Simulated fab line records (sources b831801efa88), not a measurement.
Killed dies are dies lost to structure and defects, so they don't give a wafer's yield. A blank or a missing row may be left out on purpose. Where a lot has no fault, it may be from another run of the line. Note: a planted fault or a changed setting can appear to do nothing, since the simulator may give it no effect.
fab line records | flow sky130
record lots=6 | wafers=17 | last_day=51
route steps=708 shown METAL5@671 PASSIVATION@681 PAD_OPEN@694
lots that met no fault: from a run of the same line without faults
start_h: the number of hours between the record's first day and the start of the first shown wafer of the lot | wait_h: hours since the lot's step before | " as in the row above | L1.1+2: several wafers, shown together as one row | - no value, or no start given | * or withheld: withheld | < > ~ a bound
route shown NAME@n: NAME is a module with steps in the file, n the number in the route of the first one | usual: average and standard deviation across the fault-free wafers | same: alike in all rows | chamber/n: place in a boat | sites: per-site readings | _std_site: the values' standard deviation | _edge_site: inner sites' mean taken away from outer sites' mean | radius_mm: how far each site lies from the wafer's centre | mask NAME#n: copy n | behind: the most recent tool/chamber to have shaped the wafer | hold: why the lot was held/for how many hours/how that ended | device: the n, p or np transistor that did not switch | end of line: the same wafers' tests at the end of the route | a step with no rows: only its recipe | killed: the dies lost at the first sort to structure and to defects; this is not the yield of the wafer | map: per-die view of a wafer (x killed, . not killed, _ where there is no die)
set.NAME: the setting the step ran with; set.NAME@STEP: the setting that earlier step ran with | model.NAME: the simulator's own value behind a step, which no gauge read
certain route steps with their lots: each step a table, each wafer a row
services: from which hour (start_h, from the record's first day; less than 0 if before it) a tool's chamber was out of use, for how many hours, and why
## steps
# step SKY_METAL5_SOFTBAKE_10
# recipe temp_c=90 | time_s=60 | resist=NOVOLAK
# step SKY_METAL5_EXPOSE_11
# recipe mask_id=MM5 | na=0.6 | source_shape=conventional | sigma_outer=0.6 | polarization=unpolarized | target_cd_nm=1600 | dose_mj=190
# step SKY_METAL5_PEB_12
# recipe temp_c=withheld | time_s=* | resist=NOVOLAK
# step SKY_METAL5_DEVELOP_13
# recipe resist=NOVOLAK | developer=TMAH | develop_time_s=60 | dev_temp_c=23
# step SKY_METAL5_DESCUM_14
# recipe chemistry=O2 | source_power_w=150 | bias_power_w=0 | pressure_mtorr=10 | temp_c=40 | time_s=11
# usual drypump_motor_current_A=5.61/0.27 | oes_product_au=1.003/0.01
lot.wafer | tool         | chamber | start_h | wait_h | drypump_motor_current_A | oes_product_au | rf_hours_counter_h
L317.1    | rie_metal-04 | 0       | 1040.67 | 0.1    | 5.45                    | 1.011          | 20
L317.5    | "            | 1       | "       | "      | 5.17                    | 0.997          | -
L317.6    | "            | 0       | "       | "      | 5.43                    | 1.013          | -
L326.2    | rie_metal-04 | 0       | 1116.87 | 0.1    | 5.47                    | 1.019          | 25
L326.3    | "            | 1       | "       | "      | 5.20                    | 1.003          | -
L326.4    | "            | 0       | "       | "      | 5.45                    | 1.000          | -
L332.3    | rie_metal-02 | 0       | 1136.72 | 0.1    | 6.02                    | 0.986          | -
L332.4    | "            | 1       | "       | "      | 5.49                    | 1.008          | -
L332.5    | "            | 0       | "       | "      | 6.01                    | 0.985          | -
L335.2    | rie_metal-02 | 0       | 1156.36 | 0.1    | 6.04                    | 0.989          | 7
L335.5    | "            | 1       | "       | "      | 5.45                    | 0.998          | -
L338.2    | rie_metal-04 | 0       | 1175.22 | 0.1    | 5.46                    | 1.010          | 31
L338.4    | "            | 0       | "       | "      | 5.46                    | 1.015          | -
L338.5    | "            | 0       | "       | "      | 5.47                    | 1.011          | -
L339.1    | rie_metal-02 | 0       | 1179.26 | 0.1    | 6.03                    | 0.990          | 10
L339.2    | "            | 0       | "       | "      | 6.03                    | 0.986          | -
L339.3    | "            | 0       | "       | "      | 6.03                    | 0.980          | -
# step SKY_METAL5_METAL_ETCH_15
# recipe target_depth_a=12600 | stop_on=SiO2 | over_etch_frac=0.2 | time_s=252 | chemistry=Cl2/BCl3 | resist_sidewall_deg=86 | pressure_mtorr=10 | icp_w=900 | bias_w=48.5 | Cl2_flow_sccm=60 | bcl3_flow_sccm=30
# usual bcl3_flow_sccm=29.99/0.091 | drypump_motor_current_A=5.61/0.27 | oes_product_au=0.893/0.005 | throttle_valve_pct=22.262/0.0085
lot.wafer | tool         | chamber | start_h | wait_h | bcl3_flow_sccm | drypump_motor_current_A | oes_product_au | rf_hours_counter_h | throttle_valve_pct
L317.1    | rie_metal-04 | 0       | 1040.70 | 0.0    | 29.98          | 5.48                    | 0.894          | 20                 | 22.258
L317.5    | "            | 1       | "       | "      | 29.88          | 5.21                    | 0.891          | -                  | 22.270
L317.6    | "            | 0       | "       | "      | 29.99          | 5.45                    | 0.889          | -                  | 22.248
L326.2    | rie_metal-04 | 0       | 1116.90 | 0.0    | 29.99          | 5.47                    | 0.892          | 25                 | 22.270
L326.3    | "            | 1       | "       | "      | 29.87          | 5.17                    | 0.899          | -                  | 22.260
L326.4    | "            | 0       | "       | "      | 29.90          | 5.45                    | 0.887          | -                  | 22.250
L332.3    | rie_metal-02 | 0       | 1136.82 | 0.1    | 29.98          | 6.01                    | 0.891          | -                  | 22.261
L332.4    | "            | 1       | "       | "      | 30.09          | 5.44                    | 0.893          | -                  | 22.258
L332.5    | "            | 0       | "       | "      | 29.98          | 6.06                    | 0.899          | -                  | 22.262
L335.2    | rie_metal-02 | 0       | 1156.40 | 0.0    | 30.06          | 6.05                    | 0.890          | 7                  | 22.266
L335.5    | "            | 1       | "       | "      | 29.93          | 5.48                    | 0.898          | -                  | 22.262
L338.2    | rie_metal-04 | 0       | 1175.25 | 0.0    | 29.96          | 5.43                    | 0.889          | 31                 | 22.262
L338.4    | "            | 0       | "       | "      | 30.02          | 5.46                    | 0.905          | -                  | 22.259
L338.5    | "            | 0       | "       | "      | 29.94          | 5.46                    | 0.891          | -                  | 22.279
L339.1    | rie_metal-02 | 0       | 1179.33 | 0.1    | 30.00          | 6.05                    | 0.900          | 10                 | 22.277
L339.2    | "            | 0       | "       | "      | 29.95          | 6.04                    | 0.894          | -                  | 22.264
L339.3    | "            | 0       | "       | "      | 30.14          | 6.04                    | 0.889          | -                  | 22.263
# step SKY_METAL5_STRIP_16
# recipe chemistry=O2/N2 | power_w=1400 | pressure_mtorr=1500 | platen_temp_c=withheld | o2_flow_sccm=3000 | n2_flow_sccm=300 | overash_fraction=0.5
# usual drypump_motor_current_A=5.2/0.42 | oes_product_au=0.710/0.0045 | strip_time_to_endpoint_s=13.04/0.15
lot.wafer | tool            | chamber | start_h | wait_h | drypump_motor_current_A | oes_product_au | rf_hours_counter_h | strip_time_to_endpoint_s
L317.1    | plasma_asher-01 | 1       | 1040.94 | 0.2    | 4.7                     | 0.709          | 90                 | 12.97
L317.5    | "               | 1       | "       | "      | 4.6                     | 0.710          | -                  | 13.23
L317.6    | "               | 0       | "       | "      | 5.9                     | 0.714          | -                  | 13.10
L326.2    | plasma_asher-04 | 0       | 1117.14 | 0.2    | 5.0                     | 0.707          | 38                 | 13.08
L326.3    | "               | 0       | "       | "      | 4.9                     | 0.710          | -                  | 13.30
L326.4    | "               | 1       | "       | "      | 5.2                     | 0.708          | -                  | 13.04
L332.3    | plasma_asher-02 | 1       | 1137.01 | 0.1    | 5.4                     | 0.709          | -                  | 13.17
L332.4    | "               | 0       | "       | "      | 5.1                     | 0.711          | -                  | 12.99
L332.5    | "               | 1       | "       | "      | 5.4                     | 0.707          | -                  | 13.23
L335.2    | plasma_asher-01 | 1       | 1156.63 | 0.2    | 4.6                     | 0.710          | 101                | 13.23
L335.5    | "               | 0       | "       | "      | 5.9                     | 0.716          | -                  | 13.12
L338.2    | plasma_asher-01 | 1       | 1175.49 | 0.2    | 4.7                     | 0.702          | 104                | 12.98
L338.4    | "               | 0       | "       | "      | 5.9                     | 0.707          | -                  | 12.85
L338.5    | "               | 1       | "       | "      | 4.7                     | 0.708          | -                  | 13.03
L339.1    | plasma_asher-02 | 0       | 1179.80 | 0.4    | 5.1                     | 0.708          | 11                 | 13.30
L339.2    | "               | 1       | "       | "      | 5.4                     | 0.702          | 11                 | 13.31
L339.3    | "               | 1       | "       | "      | 5.4                     | 0.707          | -                  | 13.23
# step SKY_METAL5_STRIP_17
# recipe chemistry=post_etch_residue_remover | time_s=1200 | temp_c=72.5
# step SKY_METAL5_CLEAN_18
# recipe chemistry=IPA | time_s=180 | temp_c=25
# step SKY_METAL5_CLEAN_19
# recipe chemistry=O3/DIW | dry=n2_spin
# step SKY_PASSIVATION_CVD_00
# recipe material=SiO2 | target_thk_nm=90 | temp_c=400 | time_s=withheld | rf_w=600
# step SKY_PASSIVATION_THK_MEAS_01
# recipe reads=SiO2_of_PASSIVATION_CVD_00
# usual PASSIVATION_CVD_00_THK=89.8/1.2
lot.wafer | tool          | chamber | start_h | wait_h | PASSIVATION_CVD_00_THK[nm]
L317.1    | film_metro-02 | -       | 1041.59 | -      | 89.5
L317.5    | "             | -       | "       | "      | 89.7
L317.6    | "             | -       | "       | "      | 90.9
L326.2    | film_metro-04 | -       | 1117.77 | -      | 90.0
L326.3    | "             | -       | "       | "      | 90.1
L326.4    | "             | -       | "       | "      | 91.5
L332.3    | film_metro-04 | -       | 1138.37 | -      | 90.2
L332.4    | "             | -       | "       | "      | 91.4
L332.5    | "             | -       | "       | "      | 92.4
L335.2    | film_metro-03 | -       | 1157.29 | -      | 90.0
L335.5    | "             | -       | "       | "      | 90.8
L338.2    | film_metro-04 | -       | 1176.11 | -      | 88.6
L338.4    | "             | -       | "       | "      | 89.6
L338.5    | "             | -       | "       | "      | 90.9
L339.1    | film_metro-03 | -       | 1180.41 | -      | 89.8
L339.2    | "             | -       | "       | "      | 88.7
L339.3    | "             | -       | "       | "      | 89.3
# step SKY_PASSIVATION_CVD_02
# recipe material=Si3N4 | target_thk_nm=540 | temp_c=400 | time_s=withheld | rf_w=450
# usual heater_power_w=719/87
lot.wafer | tool     | chamber | start_h | wait_h | heater_power_w | model.Si3N4_of_PASSIVATION_CVD_02.thk_nm
L317.1    | pecvd-02 | 1       | 1041.65 | 0.1    | 738            | 534.6
L317.5    | "        | 1       | "       | "      | 751            | 545.6
L317.6    | "        | 2       | "       | "      | 839            | 543.6
L326.2    | pecvd-02 | 0       | 1117.82 | 0.0    | 762            | 533.8
L326.3    | "        | 1       | "       | "      | 762            | 533.2
L326.4    | "        | 0       | "       | "      | 785            | 532.9
L332.3    | pecvd-02 | 0       | 1138.41 | 0.0    | 686            | 534.7
L332.4    | "        | 2       | "       | "      | 867            | 557.2
L332.5    | "        | 1       | "       | "      | 819            | 556.7
L335.2    | pecvd-02 | 1       | 1157.34 | 0.0    | 744            | 537.3
L335.5    | "        | 1       | "       | "      | 760            | 559
L338.2    | pecvd-03 | 0       | 1176.16 | 0.0    | 839            | 539.3
L338.4    | "        | 0       | "       | "      | 686            | 550.3
L338.5    | "        | 1       | "       | "      | 687            | 555.8
L339.1    | pecvd-04 | 2       | 1180.47 | 0.1    | 765            | 530.3
L339.2    | "        | 0       | "       | "      | 594            | 530.2
L339.3    | "        | 0       | "       | "      | 665            | 543.7
# step SKY_PASSIVATION_THK_MEAS_03
# recipe reads=Si3N4_of_PASSIVATION_CVD_02
# usual PASSIVATION_CVD_02_THK=542/6.7
lot.wafer | tool          | chamber | start_h | wait_h | PASSIVATION_CVD_02_THK[nm]
L317.1    | film_metro-04 | -       | 1041.88 | -      | 535
L317.5    | "             | -       | "       | "      | 546
L317.6    | "             | -       | "       | "      | 543
L326.2    | film_metro-02 | -       | 1118.05 | -      | 534
L326.3    | "             | -       | "       | "      | 533
L326.4    | "             | -       | "       | "      | 533
L332.3    | film_metro-04 | -       | 1138.65 | -      | 535
L332.4    | "             | -       | "       | "      | 558
L332.5    | "             | -       | "       | "      | 557
L335.2    | film_metro-03 | -       | 1157.58 | -      | 537
L335.5    | "             | -       | "       | "      | 559
L338.2    | film_metro-04 | -       | 1176.51 | -      | 539
L338.4    | "             | -       | "       | "      | 550
L338.5    | "             | -       | "       | "      | 556
L339.1    | film_metro-03 | -       | 1180.81 | -      | 530
L339.2    | "             | -       | "       | "      | 530
L339.3    | "             | -       | "       | "      | 544
# step SKY_PASSIVATION_DEHYDRATE_04
# recipe temp_c=200 | time_s=60
# step SKY_PASSIVATION_HMDS_05
# recipe prime_time_s=60 | prime_temp_c=120
# step SKY_PASSIVATION_COAT_06
# recipe spin_rpm=2000 | resist_thk_nm=3000
# step SKY_PASSIVATION_SOFTBAKE_07
# recipe temp_c=110 | time_s=withheld
# step SKY_PASSIVATION_EXPOSE_08
# recipe mask_id=NSM | target_cd_nm=3000 | na=0.57 | dose_mj=260
# step SKY_PASSIVATION_PEB_09
# recipe temp_c=115 | time_s=withheld
# step SKY_PASSIVATION_DEVELOP_10
# recipe develop_time_s=60 | dev_temp_c=23
# step SKY_PASSIVATION_ETCH_11
# recipe chemistry=CF4/O2 | target_depth_nm=725 | stop_on=AlCu | source_w=800 | bias_w=150 | pressure_mtorr=150 | cf4_flow_sccm=80 | O2_flow_sccm=10 | time_s=161.1
# usual drypump_motor_current_A=5.6/0.53 | oes_product_au=0.980/0.007 | throttle_valve_pct=5.964/0.0094
lot.wafer | tool        | chamber | start_h | wait_h | drypump_motor_current_A | oes_product_au | rf_hours_counter_h | throttle_valve_pct | model.PASSIVATION.feature_depth_nm | model.etch.depth_nm
L317.1    | rie_diel-04 | 2       | 1063.37 | -      | 5.4                     | 0.984          | 22                 | 5.958              | 699.6                              | 699.6
L317.5    | "           | 2       | "       | "      | 5.4                     | 0.990          | -                  | 5.967              | 711.9                              | 711.9
L317.6    | "           | 3       | "       | "      | 5.3                     | 0.980          | -                  | 5.977              | 710.2                              | 710.2
L326.2    | rie_diel-04 | 0       | 1138.06 | -      | 5.8                     | 0.980          | 11                 | 5.939              | 697.5                              | 697.5
L326.3    | "           | 3       | "       | "      | 5.3                     | 0.968          | 14                 | 5.959              | 698.3                              | 698.3
L326.4    | "           | 3       | "       | "      | 5.3                     | 0.976          | -                  | 5.958              | 698.1                              | 698.1
L332.3    | rie_diel-03 | 0       | 1157.41 | -      | 6.7                     | 0.975          | 9                  | 5.961              | 699.4                              | 699.4
L332.4    | "           | 1       | "       | "      | 5.1                     | 0.993          | -                  | 5.972              | 724.3                              | 724.3
L332.5    | "           | 0       | "       | "      | 6.7                     | 0.992          | -                  | 5.967              | 722.8                              | 722.8
L335.2    | rie_diel-04 | 0       | 1175.27 | -      | 5.7                     | 0.976          | 12                 | 5.965              | 702.5                              | 702.5
L335.5    | "           | 1       | "       | "      | 4.9                     | 0.985          | -                  | 5.954              | 726.2                              | 726.2
L338.2    | rie_diel-03 | 3       | 1192.96 | -      | 6.2                     | 0.979          | 8                  | 5.975              | 702.5                              | 702.5
L338.4    | "           | 2       | "       | "      | 5.5                     | 0.983          | 1                  | 5.964              | 709.5                              | 709.5
L338.5    | "           | 3       | "       | "      | 6.2                     | 0.997          | -                  | 5.965              | 720.7                              | 720.7
L339.1    | rie_diel-04 | 1       | 1197.11 | -      | 4.9                     | 0.968          | 17                 | 5.972              | 694.9                              | 694.9
L339.2    | "           | 2       | "       | "      | 5.4                     | 0.973          | 0                  | 5.960              | 693.9                              | 693.9
L339.3    | "           | 0       | "       | "      | 5.8                     | 0.983          | 13                 | 5.974              | 708.5                              | 708.5
# step SKY_PASSIVATION_STRIP_12
# recipe chemistry=O2/N2 | power_w=1400 | pressure_mtorr=1500 | platen_temp_c=withheld | overash_fraction=0.7 | o2_flow_sccm=3000 | n2_flow_sccm=300
# usual drypump_motor_current_A=5.22/0.17 | oes_product_au=0.661/0.0048 | strip_time_to_endpoint_s=31.48/0.13
lot.wafer | tool            | chamber | start_h | wait_h | drypump_motor_current_A | oes_product_au | rf_hours_counter_h | strip_time_to_endpoint_s
L317.1    | plasma_asher-03 | 1       | 1063.48 | 0.1    | 5.18                    | 0.664          | 61                 | 31.60
L317.5    | "               | 0       | "       | "      | 5.42                    | 0.674          | -                  | 31.62
L317.6    | "               | 1       | "       | "      | 5.17                    | 0.661          | -                  | 31.59
L326.2    | plasma_asher-02 | 0       | 1138.17 | 0.1    | 5.05                    | 0.660          | 7                  | 31.31
L326.3    | "               | 1       | "       | "      | 5.38                    | 0.661          | -                  | 31.47
L326.4    | "               | 0       | "       | "      | 5.06                    | 0.662          | -                  | 31.39
L332.3    | plasma_asher-03 | 0       | 1157.55 | 0.1    | 5.39                    | 0.658          | -                  | 31.71
L332.4    | "               | 1       | "       | "      | 5.20                    | 0.662          | -                  | 31.46
L332.5    | "               | 1       | "       | "      | 5.18                    | 0.670          | -                  | 31.67
L335.2    | plasma_asher-02 | 1       | 1175.43 | 0.1    | 5.42                    | 0.664          | 11                 | 31.47
L335.5    | "               | 1       | "       | "      | 5.41                    | 0.656          | -                  | 31.35
L338.2    | plasma_asher-02 | 1       | 1193.07 | 0.1    | 5.41                    | 0.655          | 13                 | 31.14
L338.4    | "               | 1       | "       | "      | 5.42                    | 0.661          | -                  | 31.42
L338.5    | "               | 0       | "       | "      | 5.08                    | 0.662          | -                  | 31.15
L339.1    | plasma_asher-03 | 1       | 1197.22 | 0.1    | 5.18                    | 0.668          | 73                 | 31.47
L339.2    | "               | 0       | "       | "      | 5.43                    | 0.664          | 73                 | 31.59
L339.3    | "               | 1       | "       | "      | 5.18                    | 0.670          | -                  | 31.45
# step SKY_PAD_OPEN_DEHYDRATE_00
# recipe temp_c=200 | time_s=60
# step SKY_PAD_OPEN_HMDS_01
# recipe prime_time_s=60 | prime_temp_c=120
# step SKY_PAD_OPEN_COAT_02
# recipe spin_rpm=2000 | resist_thk_nm=3000
# step SKY_PAD_OPEN_SOFTBAKE_03
# recipe temp_c=110 | time_s=withheld
# step SKY_PAD_OPEN_EXPOSE_04
# recipe mask_id=PDM | target_cd_nm=60000 | na=0.57 | dose_mj=260
# step SKY_PAD_OPEN_PEB_05
# recipe temp_c=115 | time_s=withheld
# step SKY_PAD_OPEN_DEVELOP_06
# recipe develop_time_s=60 | dev_temp_c=23
# step SKY_PAD_OPEN_ETCH_07
# recipe chemistry=CF4/O2 | target_depth_nm=725 | stop_on=AlCu | source_w=800 | bias_w=150 | pressure_mtorr=150 | cf4_flow_sccm=80 | O2_flow_sccm=10 | time_s=161.1
# usual drypump_motor_current_A=5.8/0.52 | oes_product_au=0.980/0.0073 | throttle_valve_pct=5.965/0.0082
lot.wafer | tool        | chamber | start_h | wait_h | drypump_motor_current_A | oes_product_au | rf_hours_counter_h | throttle_valve_pct | model.PAD_OPEN.feature_depth_nm | model.etch.depth_nm
L317.1    | rie_diel-02 | 3       | 1084.42 | -      | 6.3                     | 0.979          | 15                 | 5.967              | 699.6                           | 699.6
L317.5    | "           | 0       | "       | "      | 6.2                     | 0.987          | -                  | 5.962              | 711.9                           | 711.9
L317.6    | "           | 1       | "       | "      | 5.6                     | 0.986          | -                  | 5.965              | 710.2                           | 710.2
L326.2    | rie_diel-02 | 3       | 1156.91 | -      | 6.3                     | 0.968          | 19                 | 5.967              | 697.5                           | 697.5
L326.3    | "           | 1       | "       | "      | 5.6                     | 0.969          | 31                 | 5.961              | 698.3                           | 698.3
L326.4    | "           | 0       | "       | "      | 6.2                     | 0.982          | 21                 | 5.966              | 698.1                           | 698.1
L332.3    | rie_diel-02 | 0       | 1175.21 | -      | 6.2                     | 0.978          | 22                 | 5.966              | 699.4                           | 699.4
L332.4    | "           | 2       | "       | "      | 5.7                     | 0.986          | 2                  | 5.972              | 724.3                           | 724.3
L332.5    | "           | 0       | "       | "      | 6.2                     | 0.996          | -                  | 5.959              | 724.5                           | 724.5
L335.2    | rie_diel-01 | 3       | 1191.66 | -      | 5.4                     | 0.975          | 25                 | 5.966              | 702.5                           | 702.5
L335.5    | "           | 2       | "       | "      | 5.8                     | 0.999          | -                  | 5.959              | 726.2                           | 726.2
L338.2    | rie_diel-01 | 2       | 1206.97 | -      | 5.8                     | 0.970          | 31                 | 5.952              | 702.5                           | 702.5
L338.4    | "           | 2       | "       | "      | 5.8                     | 0.991          | -                  | 5.973              | 713.6                           | 713.6
L338.5    | "           | 1       | "       | "      | 4.7                     | 0.983          | -                  | 5.977              | 720.7                           | 720.7
L339.1    | rie_diel-02 | 3       | 1211.12 | -      | 6.3                     | 0.967          | 21                 | 5.973              | 694.9                           | 694.9
L339.2    | "           | 1       | "       | "      | 5.6                     | 0.971          | 33                 | 5.960              | 693.9                           | 693.9
L339.3    | "           | 0       | "       | "      | 6.2                     | 0.982          | 23                 | 5.973              | 708.5                           | 708.5
# step SKY_PAD_OPEN_STRIP_08
# recipe chemistry=O2/N2 | power_w=1400 | pressure_mtorr=1500 | platen_temp_c=withheld | overash_fraction=0.7 | o2_flow_sccm=3000 | n2_flow_sccm=300
# usual drypump_motor_current_A=5.2/0.35 | oes_product_au=0.663/0.0046
lot.wafer | tool            | chamber | start_h | wait_h | drypump_motor_current_A | oes_product_au | rf_hours_counter_h
L317.1    | plasma_asher-01 | 0       | 1084.52 | 0.1    | 5.9                     | 0.653          | 94
L317.5    | "               | 0       | "       | "      | 5.9                     | 0.660          | -
L317.6    | "               | 1       | "       | "      | 4.6                     | 0.666          | -
L326.2    | plasma_asher-03 | 1       | 1157.02 | 0.1    | 5.2                     | 0.667          | 69
L326.3    | "               | 0       | "       | "      | 5.4                     | 0.667          | -
L326.4    | "               | 1       | "       | "      | 5.2                     | 0.668          | -
L332.3    | plasma_asher-03 | 1       | 1175.35 | 0.1    | 5.2                     | 0.668          | -
L332.4    | "               | 0       | "       | "      | 5.4                     | 0.662          | -
L332.5    | "               | 0       | "       | "      | 5.4                     | 0.660          | -
L335.2    | plasma_asher-04 | 0       | 1191.77 | 0.1    | 5.0                     | 0.665          | 45
L335.5    | "               | 0       | "       | "      | 4.9                     | 0.667          | -
L338.2    | plasma_asher-03 | 1       | 1207.08 | 0.1    | 5.2                     | 0.662          | 74
L338.4    | "               | 0       | "       | "      | 5.4                     | 0.660          | -
L338.5    | "               | 0       | "       | "      | 5.4                     | 0.663          | -
L339.1    | plasma_asher-03 | 0       | 1211.22 | 0.1    | 5.4                     | 0.665          | 74
L339.2    | "               | 1       | "       | "      | 5.2                     | 0.657          | 74
L339.3    | "               | 1       | "       | "      | 5.2                     | 0.662          | -
# step SKY_PAD_OPEN_STRIP_09
# recipe chemistry=post_etch_residue_remover | time_s=1200 | temp_c=72.5
lot.wafer | tool         | chamber | start_h | wait_h | model.Si3N4_of_PASSIVATION_CVD_02.thk_nm
L317.1    | wet_bench-02 | 2       | 1084.62 | 0.1    | 534.3
L317.5    | "            | 2       | "       | "      | 545.2
L317.6    | "            | 2       | "       | "      | 543.3
L326.2    | wet_bench-01 | 3       | 1157.12 | 0.1    | 533.4
L326.3    | "            | 3       | "       | "      | 532.8
L326.4    | "            | 3       | "       | "      | 532.5
L332.3    | wet_bench-01 | 2       | 1175.42 | 0.0    | 534.4
L332.4    | "            | 2       | "       | "      | 556.8
L332.5    | "            | 2       | "       | "      | 556.4
L335.2    | wet_bench-02 | 1       | 1191.87 | 0.1    | 536.9
L335.5    | "            | 1       | "       | "      | 558.6
L338.2    | wet_bench-01 | 3       | 1207.18 | 0.1    | 538.9
L338.4    | "            | 3       | "       | "      | 549.9
L338.5    | "            | 3       | "       | "      | 555.5
L339.1    | wet_bench-02 | 2       | 1211.32 | 0.1    | 529.9
L339.2    | "            | 2       | "       | "      | 529.8
L339.3    | "            | 2       | "       | "      | 543.3
# step SKY_PAD_OPEN_CLEAN_10
# recipe chemistry=IPA | time_s=180 | temp_c=25
## services
tool            | chamber | start_h | hours | kind
pecvd-03        | -       | 1019.85 | 14.6  | pm
rie_metal-04    | -       | 1023.55 | 2.8   | pm
rie_diel-04     | 1       | 1024.82 | 17.9  | repair
rie_diel-01     | 3       | 1025.70 | 4.2   | repair
rie_diel-04     | 3       | 1034.18 | 5.4   | repair
rie_diel-03     | 2       | 1039.15 | 12.6  | repair
plasma_asher-02 | -       | 1055.30 | 9.0   | pm
pecvd-02        | -       | 1056.67 | 6.0   | pm
pecvd-04        | -       | 1064.20 | 1.2   | repair
rie_diel-01     | 2       | 1066.52 | 3.4   | repair
rie_diel-03     | 3       | 1068.70 | 7.0   | repair
rie_diel-03     | 0       | 1080.12 | 2.6   | repair
rie_diel-02     | 2       | 1089.08 | 32.1  | repair
pecvd-03        | 1       | 1090.73 | 9.1   | repair
rie_diel-02     | 0       | 1102.04 | 13.7  | repair
plasma_asher-03 | -       | 1124.44 | 2.9   | repair
rie_diel-04     | 1       | 1134.87 | 22.6  | repair
rie_diel-02     | 1       | 1140.61 | 10.5  | repair
plasma_asher-04 | -       | 1157.19 | 3.5   | repair
rie_diel-04     | 3       | 1172.31 | 3.5   | repair
rie_diel-04     | 2       | 1172.81 | 6.0   | repair
plasma_asher-03 | -       | 1177.98 | 6.4   | repair
rie_diel-01     | -       | 1188.71 | 2.8   | pm
rie_diel-01     | 0       | 1200.68 | 8.2   | repair
## key
first_sign step=SKY_PASSIVATION_THK_MEAS_03 | reading=PASSIVATION_CVD_02_THK | direction=up | sigmas=2.4 | usual=542 | struck=558
effect none on later readings
model_effect step=SKY_PASSIVATION_CVD_02 | value=Si3N4_of_PASSIVATION_CVD_02.thk_nm | without=541.3 | struck=557.6
model_effect step=SKY_PASSIVATION_ETCH_11 | value=PASSIVATION.feature_depth_nm | without=708.6 | struck=724.4
model_effect step=SKY_PAD_OPEN_ETCH_07 | value=PAD_OPEN.feature_depth_nm | without=708.6 | struck=725
model_effect step=SKY_PAD_OPEN_STRIP_09 | value=Si3N4_of_PASSIVATION_CVD_02.thk_nm | without=540.9 | struck=557.3
met_at SKY_PASSIVATION_CVD_02
struck_wafers L332.4,L332.5,L335.5
onset_between 1117.82 1138.41
fault kind=process_parameter_drift | tool=pecvd-02 | chamber=- | onset_h=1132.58 | steps=SKY_PASSIVATION_CVD_02 | channel=time_s | offset=withheld | shape=step | end_h=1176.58 | scope=struck_wafers_only | acts_in=*
